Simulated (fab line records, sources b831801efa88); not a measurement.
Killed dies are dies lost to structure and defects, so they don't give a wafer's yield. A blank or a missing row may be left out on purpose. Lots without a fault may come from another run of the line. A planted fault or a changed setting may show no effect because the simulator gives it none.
One fault seen from 2 desks | flow gf180mcu | each desk has only its own numbers; what lay behind them comes last

THE METROLOGY DESK
What the gauges read, lot by lot, whatever tool the lot ran on: means of the sampled wafers that have a number. A lot is out of limits, marked OUT, if its mean lies more than 4 standard deviations from the usual mean; the brackets give that distance.
Columns: A = cd_nm at GF_V1_CD_MEAS_14, usual 260.1 nm
lot  | first seen here | A
L694 | day 18 22:04    | 260.2
L696 | day 19 08:29    | 261.1
L695 | day 19 10:41    | 258.3
L697 | day 19 22:41    | 260.9
L702 | day 21 12:25    | 259.6
L704 | day 22 10:26    | 264.0
L705 | day 22 14:56    | 262.1
L706 | day 22 16:35    | 261.0
L708 | day 23 14:42    | 260.8
L710 | day 24 03:57    | 260.4
L711 | day 24 09:17    | 258.7
L713 | day 25 02:06    | 261.8
L715 | day 25 15:33    | 260.7
L716 | day 26 00:22    | 261.2
This desk's finding: nothing out of limits on any of the 14 lots.

THE TOOL OWNER'S DESK: litho_track-04
The tool's own readings at GF_V1_PEB_12 (peb time 90 s): means of the sampled wafers that have a number, for each lot that ran on this tool. A lot is out of limits, marked OUT, if its mean lies more than 4 standard deviations from the usual mean; the brackets give that distance.
Columns: A = heater_power_total_W at GF_V1_PEB_12, usual 85.71 W; B = plate_temp_C at GF_V1_PEB_12, usual 134.97 C; C = resist_line_temp_C at GF_V1_PEB_12, usual 23.02 C
lot  | first seen here | A                | B                 | C
L694 | day 18 21:43    | 85.70            | 135.12            | 23.03
L702 | day 21 12:04    | 85.70            | 134.98            | 23.17
L704 | day 22 10:06    | 86.43 (+8.9) OUT | 135.70 (+6.1) OUT | 23.00
L705 | day 22 14:37    | 86.43 (+8.9) OUT | 135.71 (+6.2) OUT | 23.01
L716 | day 26 00:01    | 85.68            | 134.81            | 23.07
This desk's finding: out of limits on L704, L705; first on L704, day 22 10:06 (heater_power_total_W at GF_V1_PEB_12). In limits: L694, L702, L716.

PUT TOGETHER
The tool owner's desk could have raised an alarm at day 22 10:06, on L704, L705.
The metrology desk saw nothing out of limits.
The metrology desk has L704, L705 on record, within its limits.
Of the lots named, all ran GF_V1_PEB_12 on litho_track-04.

WHAT THE SIMULATOR HAD PUT IN
Process parameter drift: litho_track-04, from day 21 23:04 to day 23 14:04, at GF_V1_PEB_12. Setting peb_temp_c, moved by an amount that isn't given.
Lots struck among those shown: L704, L705.
Hours from the fault's start to each desk's first reading out of limits: the tool owner's desk, 11.
